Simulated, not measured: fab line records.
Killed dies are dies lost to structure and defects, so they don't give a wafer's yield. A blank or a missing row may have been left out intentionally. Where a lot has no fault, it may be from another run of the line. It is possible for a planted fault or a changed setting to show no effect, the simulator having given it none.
Which of the tools did it? || flow sky130 || 6 lots, 18 wafers sampled, at 2 steps of a route of 708

## WHAT THE GAUGES SHOWED, per wafer
SKY_VIA2_THK_MEAS_01.
{"lot": "L266", "measured": "day 35 11:28", "on": "film metro-03", "VIA2_HDPCVD_THK (nm)": "1172 1166 1176"}
{"lot": "L268", "measured": "day 36 08:37", "on": "film metro-03", "VIA2_HDPCVD_THK (nm)": "1170 1171 1173"}
{"lot": "L271", "measured": "day 37 07:59", "on": "film metro-01", "VIA2_HDPCVD_THK (nm)": "1209 1193 1198"}
{"lot": "L273", "measured": "day 37 21:49", "on": "film metro-04", "VIA2_HDPCVD_THK (nm)": "1182 1191 1182"}
{"lot": "L284", "measured": "day 41 18:53", "on": "film metro-03", "VIA2_HDPCVD_THK (nm)": "1166 1185 1183"}
{"lot": "L286", "measured": "day 41 21:46", "on": "film metro-01", "VIA2_HDPCVD_THK (nm)": "1184 1175 1180"}

## EACH LOT AND THE TOOL THAT RAN IT (in order: tool; ch and the chambers of the sampled wafers; start)
{"lot": "L266", "SKY_METAL2_METAL_ETCH_19": "rie metal-02 ch 0,1, day 35 10:38"}
{"lot": "L268", "SKY_METAL2_METAL_ETCH_19": "rie metal-02 ch 0,1, day 36 07:48"}
{"lot": "L271", "SKY_METAL2_METAL_ETCH_19": "rie metal-03 ch 0,1, day 37 07:10"}
{"lot": "L273", "SKY_METAL2_METAL_ETCH_19": "rie metal-02 ch 0, day 37 21:01"}
{"lot": "L284", "SKY_METAL2_METAL_ETCH_19": "rie metal-03 ch 0,1, day 41 18:04"}
{"lot": "L286", "SKY_METAL2_METAL_ETCH_19": "rie metal-02 ch 0,1, day 41 20:55"}
- SKY_METAL2_METAL_ETCH_19: etches the open film in Cl2/BCl3, stops on SiO2, target depth 360 nm, time 78 s.

## THE ANSWER, worked out from the rows above alone
Rule: the usual values come from the lots themselves. Put in order of their means at a reading, lots are off if they are a third of the lots or fewer, leave a main group of 4 or more, and stand apart from it by a gap of 3 or more times the standard deviation of the main group's means; of several such gaps the widest counts. A main group whose means are all the same, to the digits that the tables above print for the reading, isn't used. A lot without any number at a reading at which 4 lots or more have one is off too. Any other lot the step has rows for is counted as sound.
No lot is off on any of the readings shown, so nothing can be concluded from this.

## WHAT HAD BEEN PUT IN BY THE SIMULATOR
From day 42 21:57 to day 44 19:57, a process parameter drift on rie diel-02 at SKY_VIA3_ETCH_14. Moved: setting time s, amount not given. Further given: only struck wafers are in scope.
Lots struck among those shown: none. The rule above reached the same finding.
